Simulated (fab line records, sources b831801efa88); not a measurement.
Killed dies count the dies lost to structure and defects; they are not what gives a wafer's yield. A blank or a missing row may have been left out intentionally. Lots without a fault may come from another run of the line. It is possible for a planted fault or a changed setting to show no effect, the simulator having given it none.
Comparing a struck lot with a sound one    flow sky130    16 steps out of a route of 708
Sound: these wafers, L779.1, L779.5, L779.6. Struck: wafer L796.4 (left out: L796.1, L796.3 of the same lot, which were not struck); the cause appears at the end.
At each step with rows: each side's tool, then ch and its chambers, then its first start. Under that, the readings that differ: sound wafers    struck wafers    difference of the means    sigmas: that difference in standard deviations of wafers without a fault.
alike: readings whose means differ by less than 2 such deviations, and words and numbers that are the same on both sides. not compared: withheld readings, readings that some wafer has no value for, bounds like >300 that may hide the same value, and numbers for which the record gives no deviation and whose values overlap.
The two part at a step that has a row with sigmas, a row that says differs or no value, or rows on one side only. When numbers do not overlap yet have no deviation, they are printed without sigmas and do not part them. A reading that every wafer of one side lacks parts them only if that side has two wafers or more.

first, 9 steps without rows for these wafers: SKY_CAPM_CLEAN_17 (cleans in O3/DIW); SKY_METAL3_DEHYDRATE_05 (time 60 s); SKY_METAL3_HMDS_06 (prime time 60 s); SKY_METAL3_COAT_07 (resist thk 60 nm); SKY_METAL3_COAT_08 (resist thk 1140 nm); SKY_METAL3_SOFTBAKE_09 (time 90 s); SKY_METAL3_EXPOSE_10 (exposes mask MM3, target cd 300 nm); SKY_METAL3_PEB_11; SKY_METAL3_DEVELOP_12 (develop time 60 s).
SKY_METAL3_CD_MEAS_13: the cd target is 300 nm.
  sound on cd_sem-01 at day 39 16:13; struck on cd_sem-01 at day 44 11:25
  alike: cd_nm
SKY_METAL3_OVL_MEAS_14:
  sound on overlay-01 at day 39 16:20; struck on overlay-02 at day 44 11:32
  alike: METAL3_OVL
SKY_METAL3_DESCUM_15: chemistry O2, time 8 s.
  sound on rie_metal-04 ch 0,1, day 39 16:23; struck on rie_metal-01 ch 0, day 44 11:35
reading                sound              struck  difference  sigmas
oes_product_au (a.u.)  0.982 1.010 0.989  1.013   +0.019      +2
  alike: drypump_motor_current_A
  not compared: rf_hours_counter_h
SKY_METAL3_ETCH_16: etches BARC in N2/H2, stops on SiO2, time 88.2 s, target depth 60 nm.
  sound on rie_metal-04 ch 0,1, day 39 16:25; struck on rie_metal-01 ch 0, day 44 11:37
reading                                sound              struck  difference  sigmas
model.SiO2_of_CAPM_CVD_00.thk_nm (nm)  15.57 15.77 16.09  15.26   -0.55       
  alike: drypump_motor_current_A, oes_product_au, throttle_valve_pct
  not compared: rf_hours_counter_h
SKY_METAL3_ETCH_17: etches SiO2 in C4F8/O2/Ar, stops on TiN, time 3.9 s, target depth 15 nm.
  sound on rie_diel-02 ch 2,3, day 39 16:31; struck on rie_diel-01 ch 0, day 44 11:43
reading                   sound              struck  difference  sigmas
oes_product_au (a.u.)     0.754 0.763 0.769  0.747   -0.015      -2
model.etch.depth_nm (nm)  15.57 15.77 16.09  15.26   -0.55       
  not compared: rf_hours_counter_h
SKY_METAL3_METAL_ETCH_18: etches the open film in Cl2/BCl3, stops on SiO2, target depth 845 nm, time 183.1 s.
  sound on rie_metal-03 ch 0,1, day 39 16:32; struck on rie_metal-03 ch 0, day 44 11:44
  alike: drypump_motor_current_A, oes_product_au, throttle_valve_pct
  not compared: rf_hours_counter_h
SKY_PAD_OPEN_PROBE_99:
  the record holds rows for the sound wafers here (prober-01, day 46 15:32) but none for the struck ones

== WHERE THEY PART ==
Last at SKY_PAD_OPEN_PROBE_99 as far as this record goes, first at SKY_METAL3_DESCUM_15.

WHY: what had been put in by the simulator
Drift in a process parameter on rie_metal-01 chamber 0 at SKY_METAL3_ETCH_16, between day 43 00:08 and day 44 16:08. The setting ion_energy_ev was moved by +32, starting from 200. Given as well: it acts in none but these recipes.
